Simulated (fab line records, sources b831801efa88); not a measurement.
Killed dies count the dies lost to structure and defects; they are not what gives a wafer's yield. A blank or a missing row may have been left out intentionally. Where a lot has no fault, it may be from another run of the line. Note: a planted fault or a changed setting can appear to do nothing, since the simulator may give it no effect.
Comparing a struck lot with a sound one :: flow gf180mcu :: 15 out of 602 route steps
Sound: the wafers L579.2, L579.4, L579.6. The struck wafers were L591.1, L591.3, L591.5. The cause is given at the end.
At each step with rows: each side's tool, then ch and its chambers, then its first start. Under that, the readings that differ: sound wafers :: struck wafers :: difference of the means :: sigmas: that difference in standard deviations of wafers without a fault.
alike: readings whose means differ by less than 2 such deviations, and words and numbers that are the same on both sides. not compared: withheld readings, readings that some wafer has no value for, bounds like >300 that may hide the same value, and numbers for which the record gives no deviation and whose values overlap.
A row with sigmas, a row that says differs or no value, or rows on one side alone: a step with any of these is where the two part. Numbers that don't overlap but have no deviation are shown without sigmas and don't part them. A reading missing from all wafers of one side parts the sides only when that side holds two or more wafers.

first, 1 step without rows for these wafers: GF_PSD_CLEAN_12 (cleans in SC1/SC2, time 150 s).
GF_PSD_RTA_13: time 20 s.
  sound on rtp-anneal-02 ch 0, day 17 02:41; struck on rtp-anneal-01 ch 0, day 21 10:04
  alike: anneal-temp-c-max, lamp-power-pct, wafer_temp_C_max
GF_PSD_RS_MEAS_14: a four-point-probe measurement.
  struck on film-metro-02, day 21 10:09; sound on film-metro-01, day 17 02:46
reading: NSD_RS (ohm/sq)
sound: 46.25 46.27 46.25
struck: 46.02 46.11 46.09
difference: -0.18
sigmas: -2
GF_PSD_RS_MEAS_15: a four-point-probe measurement.
  struck on film-metro-02, day 21 10:16; sound on film-metro-01, day 17 02:53
reading: PSD_RS (ohm/sq)
sound: 109.14 109.05 108.64
struck: 108.21 108.12 108.35
difference: -0.72
sigmas: -2
GF_SAB_CVD_00: deposits SiO2 from TEOS, target thk 50 nm, time 4.9302 s.
  sound on pecvd-03 ch 0,2, day 17 02:59; struck on pecvd-01 ch 0,1, day 21 10:23
  alike: heater-power-w
GF_SAB_THK_MEAS_01:
  struck on film-metro-01, day 21 10:25; sound on film-metro-03, day 17 03:01
  alike: SAB_CVD_00_THK
then, 6 steps without rows for these wafers: GF_SAB_DEHYDRATE_02 (time 60 s); GF_SAB_HMDS_03 (prime time 60 s); GF_SAB_COAT_04 (resist thk 1000 nm); GF_SAB_SOFTBAKE_05 (time 60 s); GF_SAB_EXPOSE_06 (exposes mask SAB, target cd 420 nm); GF_SAB_PEB_07.
GF_SAB_DEVELOP_08: develop time 60 s.
  sound on litho-track-04 ch 0, day 18 01:50; struck on litho-track-01 ch 0, day 22 09:51
GF_SAB_CD_MEAS_09: target cd 420 nm.
  struck on cd-sem-01, day 22 10:28; sound on cd-sem-02, day 18 01:59
reading: cd-nm (nm)
sound: 424.5 421.7 420.3
struck: 531.8 533.7 532.6
difference: +110.5
sigmas: +53
  not compared: hold
GF_PASSIVATION_PROBE_99:
  the record has rows for the sound wafers here (prober-02, day 31 11:02) and none for the struck ones

## WHERE THEY PART
At GF_PSD_RS_MEAS_14 first; at GF_PASSIVATION_PROBE_99 last (within this record only).

WHY: what the simulator had put in
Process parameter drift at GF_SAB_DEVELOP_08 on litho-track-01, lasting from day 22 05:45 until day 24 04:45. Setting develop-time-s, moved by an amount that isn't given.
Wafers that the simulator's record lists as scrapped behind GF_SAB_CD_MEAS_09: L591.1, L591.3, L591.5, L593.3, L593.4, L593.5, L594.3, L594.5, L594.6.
